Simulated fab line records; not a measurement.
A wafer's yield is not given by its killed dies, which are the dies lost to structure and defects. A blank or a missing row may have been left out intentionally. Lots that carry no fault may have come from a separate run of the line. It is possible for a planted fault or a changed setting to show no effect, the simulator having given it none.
fab line records | flow sfqLine
[record] lots = 14 wafers = 42 lastDay = 93
route steps=325 shown R5@225
lots that met no fault: from a run of the same line without faults
startH: hours from the record's first day to the start of the lot's first wafer shown | waitH: hours since the lot's step before | " identical to the entry in the row above | L1.1+2: a single row standing in for several wafers | - no value, or no start given | * or withheld: withheld | < > ~ a bound
route shown NAME@n: names a module that has steps shown in the file, with the first one's number in the route | usual: the fault-free wafers' mean and standard deviation | same: alike in all rows | chamber/n: place in a boat | sites: the reading at each site | _std_site: the standard deviation of these | _edge_site: the outer-site mean with the inner-site mean subtracted | radiusMm: for every site, how far away it sits from the centre of the wafer | mask NAME#n: copy n | behind: the most recent tool/chamber to have shaped the wafer | hold: what put the lot on hold/how long, in hours/how the hold closed | device: which transistor (n, p or np) failed to switch | end of line: the same wafers' tests at the end of the route | a step with no rows: only its recipe | killed: dies lost to structure and defects at the first sort, not the wafer's yield | map: the dies of a wafer, with x for killed, . for not killed, _ for no die there
set.NAME: the setting the step ran with; set.NAME@STEP: the setting that earlier step ran with | model.NAME: the simulator's own value behind a step, which no gauge read
one table for each step of the route and one row for each wafer, over a sample of lots
services: the hour from which a tool's chamber was out of use, counted from the record's first day as startH (under 0 if before that day), plus the number of hours and why
[[steps]]
[step SFQ_TRILAYER_R5_ETCH_METAL_ETCH_139]
[recipe] stopOn = SiO2 maskMaterial = PR chemistry = Cl2 targetDepthNm = 60 icpW = 600 biasW = 80 pressureMtorr = 10 timeS = 40
[usual] drypumpMotorCurrentA = 6.3/0.47 oesProductAu = 0.989/0.0052
// columns lot.wafer tool chamber startH waitH drypumpMotorCurrentA oesProductAu rfHoursCounterH
L456.2 rieMetal-02 1 1477.91 0.0 6.8 0.999 54
L456.3 " 0 " " 6.4 0.988 -
L456.6 " 1 " " 6.8 0.990 -
L457.1 rieMetal-04 0 1479.11 0.0 5.7 0.992 10
L457.3 " 0 " " 5.7 0.985 -
L457.4 " 1 " " 6.3 0.993 -
L458.2 rieMetal-03 0 1488.71 0.0 5.4 0.988 100
L458.3 " 1 " " 6.3 0.980 -
L458.6 " 1 " " 6.3 0.983 -
L460.4 rieMetal-03 1 1545.96 0.0 6.3 0.979 -
L460.5 " 1 " " 6.3 0.988 -
L460.6 " 0 " " 5.4 0.996 -
L461.1 rieMetal-04 1 1547.14 0.0 6.3 0.985 112
L461.3 " 0 " " 5.6 0.986 -
L461.4 " 1 " " 6.2 0.991 -
L465.2 rieMetal-03 1 1574.09 0.0 6.3 0.993 71
L465.3 " 0 " " 5.4 0.988 -
L465.4 " 1 " " 6.3 0.981 -
L466.2 rieMetal-02 1 1575.29 0.0 6.8 0.995 65
L466.3 " 0 " " 6.4 0.841 -
L466.5 " 1 " " 6.8 0.994 -
L468.2 rieMetal-02 1 1584.73 0.0 6.8 1.001 66
L468.3 " 1 " " 6.8 0.856 -
L468.4 " 0 " " 6.4 0.846 -
L473.4 rieMetal-04 0 1606.72 0.0 5.7 0.992 -
L473.5 " 0 " " 5.6 0.987 -
L473.6 " 1 " " 6.2 0.997 -
L474.2 rieMetal-02 0 1695.05 0.0 6.4 0.984 26
L474.3 " 1 " " 6.8 0.990 -
L474.4 " 0 " " 6.4 0.986 -
L475.4 rieMetal-02 1 1697.47 0.0 6.9 0.999 -
L475.5 " 1 " " 6.8 0.986 -
L475.6 " 0 " " 6.4 0.995 -
L476.2 rieMetal-03 0 1699.85 0.0 5.4 0.988 126
L476.4 " 0 " " 5.4 0.991 -
L476.5 " 1 " " 6.3 0.990 -
L477.1 rieMetal-02 0 1701.05 0.0 6.4 0.983 28
L477.2 " 1 " " 6.8 0.995 84
L477.3 " 1 " " 6.8 0.987 -
L478.1 rieMetal-02 1 1702.25 0.0 6.9 0.990 84
L478.3 " 1 " " 6.8 0.989 -
L478.6 " 0 " " 6.4 0.982 -
[[services]]
// columns tool chamber startH hours kind
rieMetal-02 - 1457.38 5.9 repair
rieMetal-04 1 1511.06 3.7 repair
rieMetal-03 1 1519.43 3.0 repair
rieMetal-04 - 1612.39 10.0 pm
rieMetal-03 - 1625.62 2.8 pm
rieMetal-04 0 1635.75 5.9 repair
rieMetal-04 1 1659.25 7.7 repair
rieMetal-04 1 1691.96 - clean
rieMetal-04 1 1691.96 - consumableReplace:focusRing
rieMetal-04 1 1691.96 14.6 scheduledDown
rieMetal-04 1 1691.96 14.6 ventCycle
rieMetal-04 - 1694.71 14.6 pm
[[key]]
[firstSign] step = SFQ_TRILAYER_R5_ETCH_METAL_ETCH_139 reading = oesProductAu direction = down sigmas = 27 usual = 0.989 struck = 0.847
effect none on later readings
metAt SFQ_TRILAYER_R5_ETCH_METAL_ETCH_139
struckLots L466,L468
struckWafers L466.3,L468.3,L468.4
onsetBetween 1477.91 1575.29
[fault] kind = processParameterDrift tool = rieMetal-02 chamber = - onsetH = 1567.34 steps = SFQ_TRILAYER_R5_ETCH_METAL_ETCH_139 channel = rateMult offset = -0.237 shape = step endH = 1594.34 scope = struckWafersOnly
